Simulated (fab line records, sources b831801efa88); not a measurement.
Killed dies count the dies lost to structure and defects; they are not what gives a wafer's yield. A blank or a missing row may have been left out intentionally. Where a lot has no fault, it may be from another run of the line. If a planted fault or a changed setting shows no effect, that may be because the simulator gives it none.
fab line records || flow sky130 || part 2 of 2: steps 44 to 44 of 44
record: {"lots": 6, "wafers": 18, "last_day": 50}
route steps=708 shown SONOS_TUNNEL@160 SONOS_ONO@168 GATE_OXIDE@187 PAD_OPEN@708
lots with no fault: from the same line, run without faults
start_h: start of the lot's first displayed wafer, in hours after the record's first day || wait_h: hours from the lot's prior step to this one || " the same as in the row above || L1.1+2: one row covering several wafers at once || - no value present, or no start provided || * or withheld: withheld || < > ~ a bound
route shown NAME@n: a module of which the file shows steps, and the number in the route of the first || usual: mean and standard deviation over wafers with no fault || same: alike in all rows || chamber/n: place in a boat || sites: readings site by site || _std_site: standard deviation of those values || _edge_site: the outer-site mean with the inner-site mean subtracted || radius_mm: how far each site lies from the wafer's centre || mask NAME#n: copy n || behind: the most recent tool/chamber to have shaped the wafer || hold: what put the lot on hold/how long, in hours/how the hold closed || device: transistor that didn't switch, given as n, p or np || end of line: tests run on the same wafers once the route is complete || a step with no rows: only its recipe || killed: at the first sort, the dies lost to defects and structure; wafer yield is something else || map: per-die view of a wafer (x killed, . not killed, _ where there is no die)
set.NAME: the setting as run; set.NAME@STEP: as run at that earlier step || model.NAME: the simulator's own value behind a step, which no gauge read
a table for each step, a row for each wafer; lots at some steps of the route
services: when a tool's chamber went out of use (start_h, in hours from the record's first day, below 0 if earlier), for how many hours, and the reason
== steps ==
step: SKY_PAD_OPEN_PROBE_99
usual: {"killed_at_M0_to_M3": "43/7.2", "killed_at_M4_up": "3.3/1.8", "killed_at_contacts": "23/5.5", "killed_at_front_end": "16/5.1", "killed_at_other": "0.4/0.65", "killed_dies": "85/10", "killed_open": "46/7.1", "killed_short": "38/7.2"}
same: {"gross_dies": 492, "killed_at_back_side": 0}
{"lot.wafer": "L661.2", "tool": "prober-02", "chamber": "-", "start_h": 1105.87, "wait_h": 0.1, "killed_at_M0_to_M3": 52, "killed_at_M4_up": 6, "killed_at_contacts": 22, "killed_at_front_end": 11, "killed_at_other": 0, "killed_dies": 91, "killed_open": 47, "killed_short": 44, "model.etest.cap_ono.gate_log10_a_cm2": -8.003, "model.etest.cap_ono.tox_acc_nm": 12.93, "model.etest.sonos_programmed.vt_v": 1.429, "model.etest.sonos_erased.vt_v": -2.246, "model.etest.sonos_baked.vt_v": 0.9509, "model.etest.sonos_baked.vt_less_v": -0.4778}
{"lot.wafer": "L661.4", "tool": "prober-02", "chamber": "-", "start_h": 1105.97, "wait_h": 0.2, "killed_at_M0_to_M3": 43, "killed_at_M4_up": 5, "killed_at_contacts": 25, "killed_at_front_end": 12, "killed_at_other": 1, "killed_dies": 86, "killed_open": 43, "killed_short": 43, "model.etest.cap_ono.gate_log10_a_cm2": -7.871, "model.etest.cap_ono.tox_acc_nm": 12.82, "model.etest.sonos_programmed.vt_v": 1.456, "model.etest.sonos_erased.vt_v": -2.321, "model.etest.sonos_baked.vt_v": 0.9617, "model.etest.sonos_baked.vt_less_v": -0.4939}
{"lot.wafer": "L661.5", "tool": "prober-02", "chamber": "-", "start_h": 1106.02, "wait_h": 0.2, "killed_at_M0_to_M3": 59, "killed_at_M4_up": 6, "killed_at_contacts": 21, "killed_at_front_end": 15, "killed_at_other": 0, "killed_dies": 101, "killed_open": 56, "killed_short": 43, "model.etest.cap_ono.gate_log10_a_cm2": -7.991, "model.etest.cap_ono.tox_acc_nm": 12.95, "model.etest.sonos_programmed.vt_v": 1.42, "model.etest.sonos_erased.vt_v": -2.227, "model.etest.sonos_baked.vt_v": 0.8741, "model.etest.sonos_baked.vt_less_v": -0.5462}
{"lot.wafer": "L668.2", "tool": "prober-01", "chamber": "-", "start_h": 1135.64, "wait_h": 0.1, "killed_at_M0_to_M3": 34, "killed_at_M4_up": 2, "killed_at_contacts": 20, "killed_at_front_end": 8, "killed_at_other": 0, "killed_dies": 64, "killed_open": 41, "killed_short": 23, "model.etest.cap_ono.gate_log10_a_cm2": -8.498, "model.etest.cap_ono.tox_acc_nm": 13.31, "model.etest.sonos_programmed.vt_v": 1.241, "model.etest.sonos_erased.vt_v": -2.081, "model.etest.sonos_baked.vt_v": 0.7887, "model.etest.sonos_baked.vt_less_v": -0.4524}
{"lot.wafer": "L668.3", "tool": "prober-01", "chamber": "-", "start_h": 1135.69, "wait_h": 0.2, "killed_at_M0_to_M3": 37, "killed_at_M4_up": 2, "killed_at_contacts": 29, "killed_at_front_end": 3, "killed_at_other": 1, "killed_dies": 72, "killed_open": 45, "killed_short": 27, "model.etest.cap_ono.gate_log10_a_cm2": -8.292, "model.etest.cap_ono.tox_acc_nm": 13.21, "model.etest.sonos_programmed.vt_v": 1.345, "model.etest.sonos_erased.vt_v": -2.094, "model.etest.sonos_baked.vt_v": 0.8917, "model.etest.sonos_baked.vt_less_v": -0.4536}
{"lot.wafer": "L668.5", "tool": "prober-01", "chamber": "-", "start_h": 1135.79, "wait_h": 0.2, "killed_at_M0_to_M3": 39, "killed_at_M4_up": 4, "killed_at_contacts": 31, "killed_at_front_end": 7, "killed_at_other": 1, "killed_dies": 82, "killed_open": 56, "killed_short": 25, "model.etest.cap_ono.gate_log10_a_cm2": -8.667, "model.etest.cap_ono.tox_acc_nm": 13.42, "model.etest.sonos_programmed.vt_v": 1.223, "model.etest.sonos_erased.vt_v": -2.019, "model.etest.sonos_baked.vt_v": 0.7883, "model.etest.sonos_baked.vt_less_v": -0.435}
{"lot.wafer": "L669.2", "tool": "prober-02", "chamber": "-", "start_h": 1142.86, "wait_h": 0.1, "killed_at_M0_to_M3": 51, "killed_at_M4_up": 7, "killed_at_contacts": 20, "killed_at_front_end": 13, "killed_at_other": 2, "killed_dies": 93, "killed_open": 45, "killed_short": 48, "model.etest.cap_ono.gate_log10_a_cm2": -8.239, "model.etest.cap_ono.tox_acc_nm": 13.1, "model.etest.sonos_programmed.vt_v": 1.293, "model.etest.sonos_erased.vt_v": -2.227, "model.etest.sonos_baked.vt_v": 0.8224, "model.etest.sonos_baked.vt_less_v": -0.4703}
{"lot.wafer": "L669.3", "tool": "prober-02", "chamber": "-", "start_h": 1142.91, "wait_h": 0.2, "killed_at_M0_to_M3": 37, "killed_at_M4_up": 4, "killed_at_contacts": 20, "killed_at_front_end": 9, "killed_at_other": 1, "killed_dies": 71, "killed_open": 37, "killed_short": 34, "model.etest.cap_ono.gate_log10_a_cm2": -8.459, "model.etest.cap_ono.tox_acc_nm": 13.28, "model.etest.sonos_programmed.vt_v": 1.202, "model.etest.sonos_erased.vt_v": -2.097, "model.etest.sonos_baked.vt_v": 0.7842, "model.etest.sonos_baked.vt_less_v": -0.4177}
{"lot.wafer": "L669.6", "tool": "prober-02", "chamber": "-", "start_h": 1143.06, "wait_h": 0.2, "killed_at_M0_to_M3": 33, "killed_at_M4_up": 4, "killed_at_contacts": 23, "killed_at_front_end": 20, "killed_at_other": 0, "killed_dies": 80, "killed_open": 42, "killed_short": 38, "model.etest.cap_ono.gate_log10_a_cm2": -8.578, "model.etest.cap_ono.tox_acc_nm": 13.41, "model.etest.sonos_programmed.vt_v": 1.137, "model.etest.sonos_erased.vt_v": -2.019, "model.etest.sonos_baked.vt_v": 0.7197, "model.etest.sonos_baked.vt_less_v": -0.417}
{"lot.wafer": "L677.3", "tool": "prober-02", "chamber": "-", "start_h": 1183.15, "wait_h": 0.2, "killed_at_M0_to_M3": 49, "killed_at_M4_up": 3, "killed_at_contacts": 23, "killed_at_front_end": 12, "killed_at_other": 0, "killed_dies": 87, "killed_open": 47, "killed_short": 39, "model.etest.cap_ono.gate_log10_a_cm2": -8.149, "model.etest.cap_ono.tox_acc_nm": 13.15, "model.etest.sonos_programmed.vt_v": 1.339, "model.etest.sonos_erased.vt_v": -2.171, "model.etest.sonos_baked.vt_v": 0.8813, "model.etest.sonos_baked.vt_less_v": -0.4572}
{"lot.wafer": "L677.5", "tool": "prober-02", "chamber": "-", "start_h": 1183.25, "wait_h": 0.2, "killed_at_M0_to_M3": 39, "killed_at_M4_up": 5, "killed_at_contacts": 20, "killed_at_front_end": 13, "killed_at_other": 0, "killed_dies": 77, "killed_open": 40, "killed_short": 37, "model.etest.cap_ono.gate_log10_a_cm2": -8.184, "model.etest.cap_ono.tox_acc_nm": 13.1, "model.etest.sonos_programmed.vt_v": 1.362, "model.etest.sonos_erased.vt_v": -2.175, "model.etest.sonos_baked.vt_v": 0.8931, "model.etest.sonos_baked.vt_less_v": -0.4685}
{"lot.wafer": "L677.6", "tool": "prober-02", "chamber": "-", "start_h": 1183.30, "wait_h": 0.2, "killed_at_M0_to_M3": 39, "killed_at_M4_up": 2, "killed_at_contacts": 15, "killed_at_front_end": 9, "killed_at_other": 0, "killed_dies": 65, "killed_open": 39, "killed_short": 26, "model.etest.cap_ono.gate_log10_a_cm2": -8.181, "model.etest.cap_ono.tox_acc_nm": 13.07, "model.etest.sonos_programmed.vt_v": 1.37, "model.etest.sonos_erased.vt_v": -2.175, "model.etest.sonos_baked.vt_v": 0.9027, "model.etest.sonos_baked.vt_less_v": -0.4676}
{"lot.wafer": "L679.1", "tool": "prober-01", "chamber": "-", "start_h": 1187.45, "wait_h": 0.1, "killed_at_M0_to_M3": 36, "killed_at_M4_up": 9, "killed_at_contacts": 25, "killed_at_front_end": 20, "killed_at_other": 0, "killed_dies": 90, "killed_open": 41, "killed_short": 48, "model.etest.cap_ono.gate_log10_a_cm2": -7.992, "model.etest.cap_ono.tox_acc_nm": 12.95, "model.etest.sonos_programmed.vt_v": 1.435, "model.etest.sonos_erased.vt_v": -2.235, "model.etest.sonos_baked.vt_v": 0.9615, "model.etest.sonos_baked.vt_less_v": -0.4737}
{"lot.wafer": "L679.3", "tool": "prober-01", "chamber": "-", "start_h": 1187.55, "wait_h": 0.2, "killed_at_M0_to_M3": 47, "killed_at_M4_up": 2, "killed_at_contacts": 24, "killed_at_front_end": 14, "killed_at_other": 0, "killed_dies": 87, "killed_open": 38, "killed_short": 49, "model.etest.cap_ono.gate_log10_a_cm2": -7.931, "model.etest.cap_ono.tox_acc_nm": 12.82, "model.etest.sonos_programmed.vt_v": 1.46, "model.etest.sonos_erased.vt_v": -2.27, "model.etest.sonos_baked.vt_v": 0.9641, "model.etest.sonos_baked.vt_less_v": -0.4959}
{"lot.wafer": "L679.4", "tool": "prober-01", "chamber": "-", "start_h": 1187.60, "wait_h": 0.2, "killed_at_M0_to_M3": 38, "killed_at_M4_up": 4, "killed_at_contacts": 15, "killed_at_front_end": 13, "killed_at_other": 0, "killed_dies": 70, "killed_open": 40, "killed_short": 30, "model.etest.cap_ono.gate_log10_a_cm2": -8.061, "model.etest.cap_ono.tox_acc_nm": 12.97, "model.etest.sonos_programmed.vt_v": 1.408, "model.etest.sonos_erased.vt_v": -2.3, "model.etest.sonos_baked.vt_v": 0.9371, "model.etest.sonos_baked.vt_less_v": -0.4707}
{"lot.wafer": "L681.1", "tool": "prober-02", "chamber": "-", "start_h": 1193.13, "wait_h": 0.1, "killed_at_M0_to_M3": 47, "killed_at_M4_up": 2, "killed_at_contacts": 19, "killed_at_front_end": 29, "killed_at_other": 0, "killed_dies": 97, "killed_open": 47, "killed_short": 49, "model.etest.cap_ono.gate_log10_a_cm2": -8.02, "model.etest.cap_ono.tox_acc_nm": 13.02, "model.etest.sonos_programmed.vt_v": 1.379, "model.etest.sonos_erased.vt_v": -2.251, "model.etest.sonos_baked.vt_v": 0.9148, "model.etest.sonos_baked.vt_less_v": -0.4647}
{"lot.wafer": "L681.4", "tool": "prober-02", "chamber": "-", "start_h": 1193.28, "wait_h": 0.2, "killed_at_M0_to_M3": 42, "killed_at_M4_up": 3, "killed_at_contacts": 25, "killed_at_front_end": 11, "killed_at_other": 0, "killed_dies": 81, "killed_open": 44, "killed_short": 37, "model.etest.cap_ono.gate_log10_a_cm2": -7.884, "model.etest.cap_ono.tox_acc_nm": 12.91, "model.etest.sonos_programmed.vt_v": 1.468, "model.etest.sonos_erased.vt_v": -2.327, "model.etest.sonos_baked.vt_v": 0.9105, "model.etest.sonos_baked.vt_less_v": -0.5575}
{"lot.wafer": "L681.6", "tool": "prober-02", "chamber": "-", "start_h": 1193.38, "wait_h": 0.2, "killed_at_M0_to_M3": 37, "killed_at_M4_up": 1, "killed_at_contacts": 16, "killed_at_front_end": 10, "killed_at_other": 0, "killed_dies": 64, "killed_open": 38, "killed_short": 25, "model.etest.cap_ono.gate_log10_a_cm2": -8.187, "model.etest.cap_ono.tox_acc_nm": 13.08, "model.etest.sonos_programmed.vt_v": 1.402, "model.etest.sonos_erased.vt_v": -2.232, "model.etest.sonos_baked.vt_v": 0.8376, "model.etest.sonos_baked.vt_less_v": -0.5645}
killed by level:class
L661.2 VIA3:geometric_particle:open=10 VIA2:geometric_particle:open=9 CONTACT:geometric_particle:open=7 METAL2:geometric_particle:short=7 VIA1:geometric_particle:open=6 LI_CONTACT:geometric_particle:open=5 CONTACT:geometric_particle:short=5 METAL1:geometric_particle:short=5
L661.4 VIA1:geometric_particle:open=14 CONTACT:geometric_particle:open=9 METAL2:geometric_particle:short=7 LI_CONTACT:geometric_particle:open=7 LI_CONTACT:geometric_particle:short=5 VIA3:geometric_particle:open=4 METAL1:geometric_particle:short=4 VIA1:geometric_particle:short=4
L661.5 VIA1:geometric_particle:open=19 VIA1:geometric_particle:short=9 CONTACT:geometric_particle:open=6 LI_CONTACT:geometric_particle:open=6 METAL1:geometric_particle:short=6 VIA3:geometric_particle:open=6 VIA3:geometric_particle:short=5 VIA2:geometric_particle:open=5
L668.2 CONTACT:geometric_particle:open=11 VIA2:geometric_particle:open=9 VIA1:geometric_particle:open=7 LI_CONTACT:geometric_particle:open=6 VIA3:geometric_particle:short=4 CONTACT:geometric_particle:short=3 METAL2:geometric_particle:short=3 VIA3:geometric_particle:open=3
L668.3 CONTACT:geometric_particle:open=14 VIA3:geometric_particle:open=9 VIA1:geometric_particle:open=9 LI_CONTACT:geometric_particle:open=8 METAL2:geometric_particle:short=4 LOCAL_INTERCONNECT:geometric_particle:short=3 CONTACT:geometric_particle:short=3 METAL1:geometric_particle:short=3
L668.5 CONTACT:geometric_particle:open=18 VIA1:geometric_particle:open=11 LI_CONTACT:geometric_particle:open=7 METAL2:geometric_particle:short=6 VIA2:geometric_particle:open=6 VIA3:geometric_particle:open=6 LOCAL_INTERCONNECT:geometric_particle:short=4 POLY_GATE:geometric_particle:open=2
L669.2 VIA1:geometric_particle:open=11 METAL1:geometric_particle:short=7 VIA3:geometric_particle:open=7 METAL4:geometric_particle:short=6 LI_CONTACT:geometric_particle:open=6 FIELD_ISO:geometric_particle:open=5 VIA1:geometric_particle:short=5 METAL2:geometric_particle:short=5
L669.3 VIA1:geometric_particle:open=9 CONTACT:geometric_particle:open=6 LI_CONTACT:geometric_particle:open=5 CONTACT:geometric_particle:short=5 METAL2:geometric_particle:short=5 VIA2:geometric_particle:open=5 LOCAL_INTERCONNECT:geometric_particle:short=4 METAL1:geometric_particle:short=4
L669.6 CONTACT:geometric_particle:open=10 VIA1:geometric_particle:open=8 FIELD_ISO:geometric_particle:open=7 METAL1:geometric_particle:short=7 LI_CONTACT:geometric_particle:open=6 POLY_GATE:geometric_particle:short=5 VIA3:geometric_particle:short=5 METAL4:geometric_particle:short=4
L677.3 VIA1:geometric_particle:open=19 METAL1:geometric_particle:short=9 CONTACT:geometric_particle:short=9 VIA3:geometric_particle:open=7 LI_CONTACT:geometric_particle:open=5 CONTACT:geometric_particle:open=5 FIELD_ISO:geometric_particle:short=4 POLY_GATE:geometric_particle:open=4
L677.5 VIA1:geometric_particle:open=11 CONTACT:geometric_particle:open=6 METAL1:geometric_particle:short=6 VIA2:geometric_particle:open=6 POLY_GATE:geometric_particle:short=5 LI_CONTACT:geometric_particle:open=5 CONTACT:geometric_particle:short=5 VIA3:geometric_particle:short=4
L677.6 VIA1:geometric_particle:open=10 VIA2:geometric_particle:open=8 VIA3:geometric_particle:open=8 CONTACT:geometric_particle:open=5 POLY_GATE:geometric_particle:short=4 CONTACT:geometric_particle:short=4 METAL1:geometric_particle:short=4 VIA1:geometric_particle:short=4
L679.1 CONTACT:geometric_particle:open=9 VIA3:geometric_particle:open=8 METAL4:geometric_particle:short=8 POLY_GATE:geometric_particle:short=6 CONTACT:geometric_particle:short=5 LOCAL_INTERCONNECT:geometric_particle:short=4 POLY_GATE:geometric_particle:open=4 METAL3:geometric_particle:short=4
L679.3 CONTACT:geometric_particle:open=9 VIA1:geometric_particle:open=9 POLY_GATE:geometric_particle:short=7 METAL1:geometric_particle:short=7 VIA1:geometric_particle:short=6 VIA3:geometric_particle:open=6 LOCAL_INTERCONNECT:geometric_particle:short=5 METAL3:geometric_particle:short=5
L679.4 VIA1:geometric_particle:open=10 LI_CONTACT:geometric_particle:open=5 VIA3:geometric_particle:open=5 VIA1:geometric_particle:short=5 VIA2:geometric_particle:open=5 VIA3:geometric_particle:short=5 POLY_GATE:geometric_particle:open=4 CONTACT:geometric_particle:open=3
L681.1 FIELD_ISO:geometric_particle:short=10 METAL1:geometric_particle:short=8 FIELD_ISO:geometric_particle:open=7 CONTACT:geometric_particle:open=7 VIA1:geometric_particle:open=7 VIA2:geometric_particle:open=6 LOCAL_INTERCONNECT:geometric_particle:short=5 VIA1:geometric_particle:short=5
L681.4 CONTACT:geometric_particle:open=7 LI_CONTACT:geometric_particle:open=7 VIA1:geometric_particle:open=7 VIA2:geometric_particle:open=6 VIA3:geometric_particle:open=5 LOCAL_INTERCONNECT:geometric_particle:short=5 VIA3:geometric_particle:short=5 METAL1:geometric_particle:short=5
L681.6 VIA1:geometric_particle:open=11 CONTACT:geometric_particle:open=8 METAL1:geometric_particle:short=7 VIA2:geometric_particle:short=5 VIA2:geometric_particle:open=4 POLY_GATE:geometric_particle:open=3 LOCAL_INTERCONNECT:geometric_particle:short=3 CONTACT:geometric_particle:short=3
== services ==
{"tool": "rie_diel-04", "chamber": 0, "start_h": 258.67, "hours": 10.4, "kind": "repair"}
{"tool": "rie_diel-03", "chamber": "-", "start_h": 261.18, "hours": 0.8, "kind": "repair"}
{"tool": "rie_diel-02", "chamber": 3, "start_h": 278.38, "hours": "-", "kind": "clean"}
{"tool": "rie_diel-02", "chamber": 3, "start_h": 278.38, "hours": 19.4, "kind": "scheduled_down"}
{"tool": "rie_diel-02", "chamber": 2, "start_h": 285.86, "hours": 14.1, "kind": "repair"}
{"tool": "rie_diel-03", "chamber": 1, "start_h": 287.50, "hours": 7.3, "kind": "repair"}
{"tool": "plasma_asher-03", "chamber": "-", "start_h": 293.51, "hours": 14.6, "kind": "pm"}
{"tool": "rie_diel-03", "chamber": 1, "start_h": 300.53, "hours": 3.3, "kind": "repair"}
{"tool": "plasma_asher-02", "chamber": "-", "start_h": 305.05, "hours": 2.2, "kind": "repair"}
{"tool": "plasma_asher-03", "chamber": "-", "start_h": 321.84, "hours": 15.6, "kind": "pm"}
{"tool": "rie_diel-02", "chamber": 3, "start_h": 343.83, "hours": 13.0, "kind": "repair"}
{"tool": "rie_diel-02", "chamber": 3, "start_h": 371.19, "hours": 2.0, "kind": "repair"}
{"tool": "rie_diel-04", "chamber": 0, "start_h": 390.20, "hours": 11.5, "kind": "repair"}
{"tool": "rie_diel-02", "chamber": "-", "start_h": 404.42, "hours": 1.4, "kind": "repair"}
{"tool": "wet_bench-04", "chamber": "-", "start_h": 405.88, "hours": 3.0, "kind": "repair"}
{"tool": "plasma_asher-01", "chamber": "-", "start_h": 418.07, "hours": 4.5, "kind": "repair"}
{"tool": "plasma_asher-02", "chamber": "-", "start_h": 421.31, "hours": 9.0, "kind": "pm"}
{"tool": "rie_diel-02", "chamber": 2, "start_h": 429.92, "hours": 5.2, "kind": "repair"}
{"tool": "rie_diel-03", "chamber": 0, "start_h": 444.98, "hours": 1.3, "kind": "repair"}
{"tool": "plasma_asher-02", "chamber": "-", "start_h": 464.99, "hours": 0.5, "kind": "repair"}
{"tool": "rie_diel-03", "chamber": "-", "start_h": 478.61, "hours": 2.0, "kind": "repair"}
{"tool": "rie_diel-02", "chamber": 1, "start_h": 488.44, "hours": 10.0, "kind": "repair"}
{"tool": "rie_diel-03", "chamber": "-", "start_h": 490.21, "hours": 1.1, "kind": "repair"}
{"tool": "rie_diel-04", "chamber": 1, "start_h": 498.22, "hours": 4.5, "kind": "repair"}
== key ==
first_sign: {"step": "SKY_SONOS_ONO_THK_MEAS_05", "reading": "SONOS_ONO_CVD_04_THK", "direction": "up", "sigmas": 2.8, "usual": 5.76, "struck": 6.07}
effect none on later readings
model_effect: {"step": "SKY_SONOS_ONO_CVD_04", "value": "SiO2_of_SONOS_ONO_CVD_04.thk_nm", "without": 5.672, "struck": 6.065}
model_effect: {"step": "SKY_GATE_OXIDE_CLEAN_15", "value": "SiO2_of_SONOS_ONO_CVD_04.thk_nm", "without": 4.157, "struck": 4.55}
model_effect: {"step": "SKY_PAD_OPEN_PROBE_99", "value": "etest.cap_ono.gate_log10_a_cm2", "without": -7.948, "struck": -8.456}
met_at SKY_SONOS_ONO_CVD_04
struck_wafers L668.2,L668.3,L668.5,L669.2,L669.3,L669.6
tester_left_out L668,L669
onset_between 273.43 335.53
fault: {"kind": "process_parameter_drift", "tool": "lpcvd-03", "chamber": 1, "onset_h": 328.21, "steps": "SKY_SONOS_ONO_CVD_04", "channel": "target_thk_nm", "offset": 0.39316, "shape": "step", "end_h": 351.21, "stated": 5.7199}
tester_left_out: of these lots the tester's yield and bins aren't shown, on N5 and GAA mostly nor the transistor test; their killed dies are dies lost to structure and defects alone, not to doping, threshold or leakage, so they don't give the yield
